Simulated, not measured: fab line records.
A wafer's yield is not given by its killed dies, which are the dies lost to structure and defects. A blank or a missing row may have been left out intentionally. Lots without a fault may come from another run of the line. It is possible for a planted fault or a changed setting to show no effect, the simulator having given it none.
The tool behind it: which one? / flow sky130 / 15 lots with 45 wafers sampled at 4 steps, on a route of 708 steps

WHAT THE GAUGES SHOWED, per wafer
The record holds no reading of a measuring or inspecting step that can be judged against a usual standard deviation.

TOOL THAT RAN EACH LOT (tool first, then ch and the chambers of the sampled wafers, then the start)
lot=L120; SKY_METAL3_SPUTTER_04=pvdSputter-01, day 36 09:37; SKY_METAL3_DESCUM_15=rieMetal-01 ch 0,1, day 38 14:12; SKY_METAL3_STRIP_19=plasmaAsher-04 ch 0,1, day 38 14:42; SKY_VIA3_CMP_02=cmp-02 ch 0,1, day 38 15:31
lot=L122; SKY_METAL3_SPUTTER_04=pvdSputter-03, day 37 03:07; SKY_METAL3_DESCUM_15=rieMetal-03 ch 0,1, day 39 07:27; SKY_METAL3_STRIP_19=plasmaAsher-02 ch 0,1, day 39 07:48; SKY_VIA3_CMP_02=cmp-02 ch 0,2, day 39 08:38
lot=L123; SKY_METAL3_SPUTTER_04=pvdSputter-01, day 37 07:48; SKY_METAL3_DESCUM_15=rieMetal-03 ch 0,1, day 39 10:59; SKY_METAL3_STRIP_19=plasmaAsher-01 ch 0, day 39 11:19; SKY_VIA3_CMP_02=cmp-01 ch 0,2, day 39 12:12
lot=L125; SKY_METAL3_SPUTTER_04=pvdSputter-01, day 37 19:16; SKY_METAL3_DESCUM_15=rieMetal-03 ch 0,1, day 39 21:47; SKY_METAL3_STRIP_19=plasmaAsher-02 ch 0,1, day 39 22:07; SKY_VIA3_CMP_02=cmp-01 ch 0,1,2, day 39 23:01
lot=L126; SKY_METAL3_SPUTTER_04=pvdSputter-03, day 38 10:16; SKY_METAL3_DESCUM_15=rieMetal-01 ch 0,1, day 40 13:19; SKY_METAL3_STRIP_19=plasmaAsher-04 ch 0,1, day 40 13:38; SKY_VIA3_CMP_02=cmp-01 ch 0,1,3, day 40 14:36
lot=L128; SKY_METAL3_SPUTTER_04=pvdSputter-01, day 38 22:10; SKY_METAL3_DESCUM_15=rieMetal-01 ch 0,1, day 40 23:57; SKY_METAL3_STRIP_19=plasmaAsher-04 ch 0,1, day 41 00:16; SKY_VIA3_CMP_02=cmp-01 ch 0,2, day 41 01:32
lot=L129; SKY_METAL3_SPUTTER_04=pvdSputter-04, day 39 05:32; SKY_METAL3_DESCUM_15=rieMetal-03 ch 1, day 41 07:10; SKY_METAL3_STRIP_19=plasmaAsher-04 ch 0, day 41 07:29; SKY_VIA3_CMP_02=-
lot=L130; SKY_METAL3_SPUTTER_04=pvdSputter-01, day 39 11:16; SKY_METAL3_DESCUM_15=rieMetal-01 ch 0,1, day 41 12:20; SKY_METAL3_STRIP_19=plasmaAsher-02 ch 0,1, day 41 12:40; SKY_VIA3_CMP_02=-
lot=L131; SKY_METAL3_SPUTTER_04=pvdSputter-03, day 39 16:49; SKY_METAL3_DESCUM_15=rieMetal-04 ch 0,1, day 41 17:48; SKY_METAL3_STRIP_19=plasmaAsher-01 ch 0,1, day 41 18:07; SKY_VIA3_CMP_02=-
lot=L135; SKY_METAL3_SPUTTER_04=pvdSputter-04, day 41 01:17; SKY_METAL3_DESCUM_15=rieMetal-03 ch 0,1, day 43 00:59; SKY_METAL3_STRIP_19=plasmaAsher-04 ch 0,1, day 43 01:19; SKY_VIA3_CMP_02=cmp-01 ch 0,1, day 43 02:14
lot=L134; SKY_METAL3_SPUTTER_04=pvdSputter-03, day 41 01:36; SKY_METAL3_DESCUM_15=rieMetal-01 ch 0,1, day 43 01:20; SKY_METAL3_STRIP_19=plasmaAsher-01 ch 0,1, day 43 01:40; SKY_VIA3_CMP_02=cmp-02 ch 0,2,3, day 43 02:32
lot=L137; SKY_METAL3_SPUTTER_04=pvdSputter-04, day 41 15:49; SKY_METAL3_DESCUM_15=rieMetal-04 ch 0, day 43 15:46; SKY_METAL3_STRIP_19=plasmaAsher-04 ch 0,1, day 43 16:13; SKY_VIA3_CMP_02=cmp-02 ch 0,2, day 43 17:05
lot=L138; SKY_METAL3_SPUTTER_04=pvdSputter-03, day 42 01:40; SKY_METAL3_DESCUM_15=rieMetal-01 ch 1, day 44 00:46; SKY_METAL3_STRIP_19=plasmaAsher-02 ch 0,1, day 44 01:05; SKY_VIA3_CMP_02=cmp-02 ch 0,3, day 44 01:58
lot=L142; SKY_METAL3_SPUTTER_04=pvdSputter-03, day 43 01:50; SKY_METAL3_DESCUM_15=rieMetal-03 ch 0,1, day 45 00:24; SKY_METAL3_STRIP_19=plasmaAsher-01 ch 1, day 45 00:43; SKY_VIA3_CMP_02=cmp-01 ch 0,1,2, day 45 01:42
lot=L143; SKY_METAL3_SPUTTER_04=pvdSputter-01, day 43 11:01; SKY_METAL3_DESCUM_15=rieMetal-01 ch 1, day 45 08:36; SKY_METAL3_STRIP_19=plasmaAsher-02 ch 0, day 45 08:55; SKY_VIA3_CMP_02=cmp-02 ch 1,2, day 45 09:44
- SKY_METAL3_SPUTTER_04: material TiN, target thk 70 nm, time 58.3 s.
- SKY_METAL3_DESCUM_15: chemistry O2, time 8 s.
- SKY_METAL3_STRIP_19: strips in O2/N2.
- SKY_VIA3_CMP_02: polishes SiO2.

WHAT THE TOOLS THEMSELVES READ (means of the sampled wafers that have a number; where no wafer has one, the mark that the record gives instead)
SKY_METAL3_SPUTTER_04.
lot=L120; tool=pvdSputter-01; throttleValvePct (%)=29.0
lot=L122; tool=pvdSputter-03; throttleValvePct (%)=29.4
lot=L123; tool=pvdSputter-01; throttleValvePct (%)=29.7
lot=L125; tool=pvdSputter-01; throttleValvePct (%)=29.9
lot=L126; tool=pvdSputter-03; throttleValvePct (%)=29.7
lot=L128; tool=pvdSputter-01; throttleValvePct (%)=28.9
lot=L129; tool=pvdSputter-04; throttleValvePct (%)=31.0
lot=L130; tool=pvdSputter-01; throttleValvePct (%)=29.3
lot=L131; tool=pvdSputter-03; throttleValvePct (%)=29.7
lot=L135; tool=pvdSputter-04; throttleValvePct (%)=30.0
lot=L134; tool=pvdSputter-03; throttleValvePct (%)=29.7
lot=L137; tool=pvdSputter-04; throttleValvePct (%)=30.8
lot=L138; tool=pvdSputter-03; throttleValvePct (%)=29.8
lot=L142; tool=pvdSputter-03; throttleValvePct (%)=29.7
lot=L143; tool=pvdSputter-01; throttleValvePct (%)=29.9

SKY_METAL3_DESCUM_15.
lot=L120; tool=rieMetal-01; drypumpMotorCurrentA (A)=5.67; oesProductAu (a.u.)=0.995
lot=L122; tool=rieMetal-03; drypumpMotorCurrentA (A)=5.83; oesProductAu (a.u.)=0.997
lot=L123; tool=rieMetal-03; drypumpMotorCurrentA (A)=5.81; oesProductAu (a.u.)=0.997
lot=L125; tool=rieMetal-03; drypumpMotorCurrentA (A)=5.80; oesProductAu (a.u.)=1.006
lot=L126; tool=rieMetal-01; drypumpMotorCurrentA (A)=5.79; oesProductAu (a.u.)=0.989
lot=L128; tool=rieMetal-01; drypumpMotorCurrentA (A)=5.67; oesProductAu (a.u.)=1.000
lot=L129; tool=rieMetal-03; drypumpMotorCurrentA (A)=5.79; oesProductAu (a.u.)=1.007
lot=L130; tool=rieMetal-01; drypumpMotorCurrentA (A)=5.66; oesProductAu (a.u.)=1.000
lot=L131; tool=rieMetal-04; drypumpMotorCurrentA (A)=5.71; oesProductAu (a.u.)=1.002
lot=L135; tool=rieMetal-03; drypumpMotorCurrentA (A)=5.81; oesProductAu (a.u.)=1.007
lot=L134; tool=rieMetal-01; drypumpMotorCurrentA (A)=5.79; oesProductAu (a.u.)=1.003
lot=L137; tool=rieMetal-04; drypumpMotorCurrentA (A)=5.97; oesProductAu (a.u.)=1.013
lot=L138; tool=rieMetal-01; drypumpMotorCurrentA (A)=5.53; oesProductAu (a.u.)=0.989
lot=L142; tool=rieMetal-03; drypumpMotorCurrentA (A)=5.82; oesProductAu (a.u.)=1.001
lot=L143; tool=rieMetal-01; drypumpMotorCurrentA (A)=5.57; oesProductAu (a.u.)=1.000

SKY_METAL3_STRIP_19.
lot=L120; tool=plasmaAsher-04; chamberPressureMTorr (mTorr)=1499.5; drypumpMotorCurrentA (A)=5.2; o2FlowSccm (sccm)=2994; oesProductAu (a.u.)=0.501; stripTimeToEndpointS (s)=6.53
lot=L122; tool=plasmaAsher-02; chamberPressureMTorr (mTorr)=1499.3; drypumpMotorCurrentA (A)=6.0; o2FlowSccm (sccm)=3002; oesProductAu (a.u.)=0.497; stripTimeToEndpointS (s)=6.46
lot=L123; tool=plasmaAsher-01; chamberPressureMTorr (mTorr)=1499.0; drypumpMotorCurrentA (A)=5.2; o2FlowSccm (sccm)=3004; oesProductAu (a.u.)=0.501; stripTimeToEndpointS (s)=6.43
lot=L125; tool=plasmaAsher-02; chamberPressureMTorr (mTorr)=1500.8; drypumpMotorCurrentA (A)=6.0; o2FlowSccm (sccm)=3005; oesProductAu (a.u.)=0.496; stripTimeToEndpointS (s)=6.49
lot=L126; tool=plasmaAsher-04; chamberPressureMTorr (mTorr)=1501.0; drypumpMotorCurrentA (A)=5.1; o2FlowSccm (sccm)=2996; oesProductAu (a.u.)=0.501; stripTimeToEndpointS (s)=6.48
lot=L128; tool=plasmaAsher-04; chamberPressureMTorr (mTorr)=1500.0; drypumpMotorCurrentA (A)=5.2; o2FlowSccm (sccm)=2996; oesProductAu (a.u.)=0.500; stripTimeToEndpointS (s)=6.51
lot=L129; tool=plasmaAsher-04; chamberPressureMTorr (mTorr)=-; drypumpMotorCurrentA (A)=-; o2FlowSccm (sccm)=-; oesProductAu (a.u.)=-; stripTimeToEndpointS (s)=-
lot=L130; tool=plasmaAsher-02; chamberPressureMTorr (mTorr)=-; drypumpMotorCurrentA (A)=-; o2FlowSccm (sccm)=-; oesProductAu (a.u.)=-; stripTimeToEndpointS (s)=-
lot=L131; tool=plasmaAsher-01; chamberPressureMTorr (mTorr)=-; drypumpMotorCurrentA (A)=-; o2FlowSccm (sccm)=-; oesProductAu (a.u.)=-; stripTimeToEndpointS (s)=-
lot=L135; tool=plasmaAsher-04; chamberPressureMTorr (mTorr)=1499.9; drypumpMotorCurrentA (A)=5.1; o2FlowSccm (sccm)=2996; oesProductAu (a.u.)=0.497; stripTimeToEndpointS (s)=6.43
lot=L134; tool=plasmaAsher-01; chamberPressureMTorr (mTorr)=1499.4; drypumpMotorCurrentA (A)=5.3; o2FlowSccm (sccm)=2999; oesProductAu (a.u.)=0.502; stripTimeToEndpointS (s)=6.51
lot=L137; tool=plasmaAsher-04; chamberPressureMTorr (mTorr)=1499.7; drypumpMotorCurrentA (A)=5.2; o2FlowSccm (sccm)=3009; oesProductAu (a.u.)=0.501; stripTimeToEndpointS (s)=6.56
lot=L138; tool=plasmaAsher-02; chamberPressureMTorr (mTorr)=1499.7; drypumpMotorCurrentA (A)=6.0; o2FlowSccm (sccm)=3006; oesProductAu (a.u.)=0.505; stripTimeToEndpointS (s)=6.60
lot=L142; tool=plasmaAsher-01; chamberPressureMTorr (mTorr)=1500.7; drypumpMotorCurrentA (A)=5.4; o2FlowSccm (sccm)=3010; oesProductAu (a.u.)=0.502; stripTimeToEndpointS (s)=6.64
lot=L143; tool=plasmaAsher-02; chamberPressureMTorr (mTorr)=1500.1; drypumpMotorCurrentA (A)=6.0; o2FlowSccm (sccm)=3000; oesProductAu (a.u.)=0.505; stripTimeToEndpointS (s)=6.59

SKY_VIA3_CMP_02.
lot=L120; tool=cmp-02; motorCurrentA (A)=11.9; slurryFilterDpKPa (kPa)=13.44
lot=L122; tool=cmp-02; motorCurrentA (A)=10.8; slurryFilterDpKPa (kPa)=13.40
lot=L123; tool=cmp-01; motorCurrentA (A)=11.3; slurryFilterDpKPa (kPa)=13.47
lot=L125; tool=cmp-01; motorCurrentA (A)=10.9; slurryFilterDpKPa (kPa)=13.47
lot=L126; tool=cmp-01; motorCurrentA (A)=11.7; slurryFilterDpKPa (kPa)=13.51
lot=L128; tool=cmp-01; motorCurrentA (A)=11.5; slurryFilterDpKPa (kPa)=13.46
lot=L135; tool=cmp-01; motorCurrentA (A)=11.2; slurryFilterDpKPa (kPa)=13.57
lot=L134; tool=cmp-02; motorCurrentA (A)=11.5; slurryFilterDpKPa (kPa)=13.59
lot=L137; tool=cmp-02; motorCurrentA (A)=11.1; slurryFilterDpKPa (kPa)=13.55
lot=L138; tool=cmp-02; motorCurrentA (A)=11.5; slurryFilterDpKPa (kPa)=13.43
lot=L142; tool=cmp-01; motorCurrentA (A)=11.0; slurryFilterDpKPa (kPa)=13.49
lot=L143; tool=cmp-02; motorCurrentA (A)=11.7; slurryFilterDpKPa (kPa)=13.53

THE ANSWER, worked out from the rows above alone
Rule: usual is defined by the lots themselves. Put in order of their means at a reading, lots are off if they are a third of the lots or fewer, leave a main group of 4 or more, and stand apart from it by a gap of 3 or more times the standard deviation of the main group's means; of several such gaps the widest counts. A main group is skipped when, at the precision printed for the reading in the tables above, its means are all equal. Also off: a lot with no number at a reading for which 4 or more lots have one. Any other lot the step has rows for is counted as sound. First the gauges in route order, then the tools' own readings, where a lot's mean is used as printed above. The first step at which some lot is off is used, and at that step the reading that is off furthest; a lot without a number counts as furthest.
Off: L129, L130, L131, at SKY_METAL3_STRIP_19 (chamberPressureMTorr). Without a number there: L129, L130, L131. The main group: mean 1499.9 mTorr, standard deviation 0.6.
A tool fits if, at that step or a process step before it, it ran every lot that is off, and no sound lot after the first of them. Of those tried, none fits.

WHAT THE SIMULATOR PUT IN
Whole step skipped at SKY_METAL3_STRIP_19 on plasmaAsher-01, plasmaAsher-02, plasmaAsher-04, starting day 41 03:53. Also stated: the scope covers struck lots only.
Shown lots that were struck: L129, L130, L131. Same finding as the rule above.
